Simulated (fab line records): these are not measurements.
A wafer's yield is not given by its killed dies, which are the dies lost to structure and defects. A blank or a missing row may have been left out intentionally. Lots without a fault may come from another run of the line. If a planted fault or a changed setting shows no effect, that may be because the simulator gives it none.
Split-lot experiment	flow sfqLine	on a route of 325 steps: 5 lots, 23 wafers read

== ABOUT THE SPLIT ==
At SFQ_TRILAYER_M6_LITHO_COAT_164 (resist thk 62 nm), the setting resistThkNm was moved away from the recipe's 62 nm on 9 of the 23 wafers read, by -5.1% to +5.7%. All remaining wafers had this setting at the recipe value.

== FROM THE SPLIT TO THE READING: what the file shows between them, 3 steps ==
- SFQ_TRILAYER_M6_LITHO_COAT_159: resist thk 600 nm
- SFQ_TRILAYER_M6_LITHO_SOFTBAKE_163
- SFQ_TRILAYER_M6_LITHO_DEVELOP_161: time 60 s

== THE READING ==
oesProductAu, in a.u., at SFQ_TRILAYER_M6_BARC_OPEN_METAL_ETCH_206 (etches BARC in O2, target depth 125 nm, time 41.7 s). A value of 0.685 a.u. with a standard deviation of 0.0043 a.u. is what fault-free wafers of this fab line usually give.

wafer	tool, chamber at the split	resistThkNm as run, nm	against the recipe	oesProductAu, a.u.	against lot-mates on the recipe
L074.2	lithoTrack-02, 0	62	recipe	0.687	-
L074.3	lithoTrack-02, 0	65.51	+5.7%	0.699	+0.014
L074.4	lithoTrack-02, 0	62	recipe	0.684	-
L074.5	lithoTrack-02, 0	65.51	+5.7%	0.708	+0.023
L074.6	lithoTrack-02, 0	62	recipe	0.683	-
L075.1	lithoTrack-02, 0	62	recipe	0.675	-
L075.3	lithoTrack-02, 0	62	recipe	0.689	-
L075.4	lithoTrack-02, 0	60.47	-2.5%	0.675	-0.007
L075.5	lithoTrack-02, 0	60.47	-2.5%	0.677	-0.005
L075.6	lithoTrack-02, 0	62	recipe	0.683	-
L078.1	lithoTrack-01, 0	62	recipe	0.678	-
L078.2	lithoTrack-01, 0	62	recipe	0.681	-
L078.6	lithoTrack-01, 0	62	recipe	0.687	-
L080.1	lithoTrack-02, 0	58.85	-5.1%	0.665	-0.021
L080.2	lithoTrack-02, 0	58.85	-5.1%	0.665	-0.021
L080.4	lithoTrack-02, 0	62	recipe	0.682	-
L080.5	lithoTrack-02, 0	62	recipe	0.686	-
L080.6	lithoTrack-02, 0	62	recipe	0.690	-
L084.1	lithoTrack-02, 0	62	recipe	0.691	-
L084.3	lithoTrack-02, 0	65.31	+5.3%	0.701	+0.016
L084.4	lithoTrack-02, 0	62	recipe	0.679	-
L084.5	lithoTrack-02, 0	65.31	+5.3%	0.703	+0.018
L084.6	lithoTrack-02, 0	65.31	+5.3%	0.709	+0.024

FIT RESULTS
A straight line over all 23 wafers: oesProductAu changes by +0.00365 a.u. for each +1% of resistThkNm; r = +0.94; the points scatter about the line by 0.0042 a.u.
The same after taking each lot's own level away (the mean of its wafers on the recipe; 23 wafers): +0.0036 a.u. for each +1%; r = +0.94; scatter 0.0042 a.u.
Per that fit: largest resistThkNm move, reading shift of 0.02 a.u.
The lots' own levels span 0.6820 to 0.6860 a.u., that is 0.9 times the standard deviation above.
The two slopes agree, so the slope changes little with the lot-to-lot level.
Check: +0.0215 a.u. against its lot-mates is what the line predicts for one of the wafers moved furthest among these (+5.7%) when that wafer is left out of the fit. Against them it came out at +0.0143 a.u.

== THE OTHER SPLITS THESE WAFERS WENT THROUGH ==
Other splits were also applied to these wafers ahead of the reading. Each is held against what the fit with the lots' levels taken away leaves over:
other split on the same wafers	wafers away from the commonest value	r with oesProductAu (lot level and that fit taken away)
SFQ_TRILAYER_C5_LITHO_PEB_154 pebTimeS	11	-0.20

== THE WHOLE CHAIN: every reading that the file lists as answering this split, in the file's order ==
step	what it does	reading	change (the file's fit)	r (the file's)
SFQ_TRILAYER_M6_LITHO_COAT_164	resist thk 62 nm	BARC_of_TRILAYER_M6_LITHO_COAT_164.thkNm (the simulator's own value, which no gauge read)	+0.619 nm for each +1% of the setting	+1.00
SFQ_TRILAYER_M6_BARC_OPEN_METAL_ETCH_206	etches BARC in O2, target depth 125 nm, time 41.7 s	oesProductAu	+0.00362 a.u. for each +1% of the setting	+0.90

== THE FILE'S OWN FIT ==
oesProductAu changes by +0.00362 a.u. for each +1% of resistThkNm, r = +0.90.
